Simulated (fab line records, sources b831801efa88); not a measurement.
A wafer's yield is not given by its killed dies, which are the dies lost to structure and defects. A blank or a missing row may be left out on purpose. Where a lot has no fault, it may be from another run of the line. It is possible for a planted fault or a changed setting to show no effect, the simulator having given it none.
The tool behind it: which one?	flow sky130	Sampling: 15 lots, 45 wafers, 4 of 708 route steps

## WHAT THE GAUGES READ, wafer by wafer
SKY_SONOS_ONO_THK_MEAS_01. Usual: SONOS_ONO_OXIDATION_THK 2.59 nm, standard deviation 0.059.
lot	measured	on	SONOS_ONO_OXIDATION_THK (nm)	flag
L219	day 11 16:23	film-metro-02	2.71 2.70 2.71	
L222	day 12 11:47	film-metro-01	2.70 2.69 2.66	
L223	day 12 18:50	film-metro-02	2.65 2.60 2.62	
L224	day 13 14:59	film-metro-01	2.56 2.63 2.58	
L225	day 14 05:06	film-metro-02	2.61 2.57 2.56	
L226	day 14 23:53	film-metro-01	2.68 2.61 2.67	
L227	day 14 23:55	film-metro-03	2.64 2.54 2.55	
L228	day 15 16:30	film-metro-01	2.57 2.59 2.66	
L234	day 17 06:29	film-metro-02	2.59 2.54 2.64	
L233	day 17 07:54	film-metro-02	2.67 2.57 2.62	
L235	day 17 14:58	film-metro-03	2.68 2.64 2.60	
L239	day 18 12:14	film-metro-03	2.46 2.52 2.46	
L238	day 18 12:16	film-metro-02	2.46 2.51 2.51	
L240	day 18 21:51	film-metro-02	2.61 2.55 2.62	
L241	day 18 23:05	film-metro-02	2.51 2.60 2.64	

SKY_SONOS_ONO_THK_MEAS_03. Usual: SONOS_ONO_CVD_02_THK 10.47 nm, standard deviation 0.17.
lot	measured	on	SONOS_ONO_CVD_02_THK (nm)	flag
L219	day 11 18:30	film-metro-01	10.21 10.44 10.24	
L222	day 12 14:07	film-metro-02	10.18 10.33 10.16	
L223	day 12 21:31	film-metro-03	10.66 10.69 10.70	
L224	day 13 16:32	film-metro-01	10.32 10.27 10.39	
L225	day 14 06:46	film-metro-02	10.46 10.36 10.51	
L226	day 15 02:15	film-metro-03	10.51 10.38 10.35	
L227	day 15 02:17	film-metro-02	10.45 10.30 10.51	
L228	day 15 17:37	film-metro-03	10.62 10.55 10.50	
L234	day 17 08:07	film-metro-01	10.81 10.68 10.77	
L233	day 17 09:42	film-metro-02	10.30 10.39 10.25	
L235	day 17 16:22	film-metro-02	10.39 10.39 10.17	
L239	day 18 13:21	film-metro-03	10.71 10.59 10.64	
L238	day 18 13:22	film-metro-02	10.67 10.56 10.57	
L240	day 18 22:58	film-metro-03	10.75 10.80 10.78	
L241	day 19 01:13	film-metro-02	10.12 10.30 10.28	

SKY_LDD_P_TW_MEAS_11. Usual: LDD_P_TW 634, standard deviation 5.
lot	measured	on	LDD_P_TW	flag
L219	day 19 08:29	film-metro-02	631 632 628	
L222	day 20 06:28	film-metro-04	635 639 641	
L223	day 20 15:12	film-metro-01	637 635 636	
L224	day 21 09:58	film-metro-02	632 635 634	
L225	day 22 06:47	film-metro-04	632 638 632	
L226	day 23 04:52	film-metro-01	641 641 645	
L227	day 23 08:05	film-metro-01	644 644 645	
L228	day 23 17:43	film-metro-02	633 627 631	
L239	day 26 14:01	film-metro-01	635 633 635	
L238	day 26 14:43	film-metro-02	627 631 626	
L240	day 26 23:51	film-metro-01	638 632 632	
L241	day 27 03:37	film-metro-02	630 630 629	

## WHAT TOOL EACH LOT RAN ON (gives the tool, then ch and the chambers of the sampled wafers, and finally the start)
lot	SKY_LDD_N_IMPLANT_12
L219	implanter-02 ch 0, day 18 01:02
L222	implanter-04 ch 0, day 18 23:07
L223	implanter-02 ch 0, day 19 07:19
L224	implanter-01 ch 0, day 20 02:56
L225	implanter-02 ch 0, day 20 23:28
L226	implanter-02 ch 0, day 21 21:28
L227	implanter-01 ch 0, day 22 00:50
L228	implanter-02 ch 0, day 22 10:24
L234	implanter-04, day 24 02:10
L233	implanter-02, day 24 06:23
L235	implanter-02, day 24 13:01
L239	implanter-02 ch 0, day 25 07:32
L238	implanter-04 ch 0, day 25 08:13
L240	implanter-04 ch 0, day 25 17:42
L241	implanter-02 ch 0, day 25 21:29
- SKY_LDD_N_IMPLANT_12

## AS READ BY THE TOOLS THEMSELVES (means over the sampled wafers that have a number; for cases with no such wafer, the mark the record gives instead)
SKY_LDD_N_IMPLANT_12. Usual: beam-energy-keV 50.001, standard deviation 0.016; beam-on-s 10.01 s, standard deviation 0.2; end-station-pressure-torr 5.01e-06 Torr, standard deviation 2.7e-07.
lot	tool	beam-energy-keV	beam-on-s (s)	end-station-pressure-torr (Torr)	flag
L219	implanter-02	49.994	10.04	4.97e-06	
L222	implanter-04	50.019	9.89	5.19e-06	
L223	implanter-02	49.995	9.88	4.87e-06	
L224	implanter-01	49.987	9.86	4.86e-06	
L225	implanter-02	50.005	10.00	4.97e-06	
L226	implanter-02	50.012	9.91	5.36e-06	
L227	implanter-01	49.993	9.97	4.89e-06	
L228	implanter-02	49.996	10.06	4.78e-06	
L234	implanter-04	-	-	-	OFF
L233	implanter-02	-	-	-	OFF
L235	implanter-02	-	-	-	OFF
L239	implanter-02	50.014	10.08	4.90e-06	
L238	implanter-04	49.987	9.93	5.01e-06	
L240	implanter-04	49.974	10.12	5.10e-06	
L241	implanter-02	49.994	9.93	5.25e-06	

## THE ANSWER, worked out from the rows above alone
Rule: a lot is off if the mean of its wafers that have a number lies more than 3 standard deviations from the usual mean. Also off: a lot with no number at a reading for which 4 or more lots have one. All remaining lots with rows at the step are treated as sound. The gauges are gone through in route order, then the tools' own readings, and for those a lot's mean is taken as printed above. At the first step where some lot is off, the reading lying furthest off is the one used; lots without a number count as furthest.
Off, at SKY_LDD_N_IMPLANT_12 on beam-energy-keV: L234, L233, L235. Without a number there: L234, L233, L235.
A tool fits if, at that step or a process step before it, it ran every lot that is off, and no sound lot after the first of them. No candidate that was tried fits.

## WHAT THE SIMULATOR HAD INSERTED
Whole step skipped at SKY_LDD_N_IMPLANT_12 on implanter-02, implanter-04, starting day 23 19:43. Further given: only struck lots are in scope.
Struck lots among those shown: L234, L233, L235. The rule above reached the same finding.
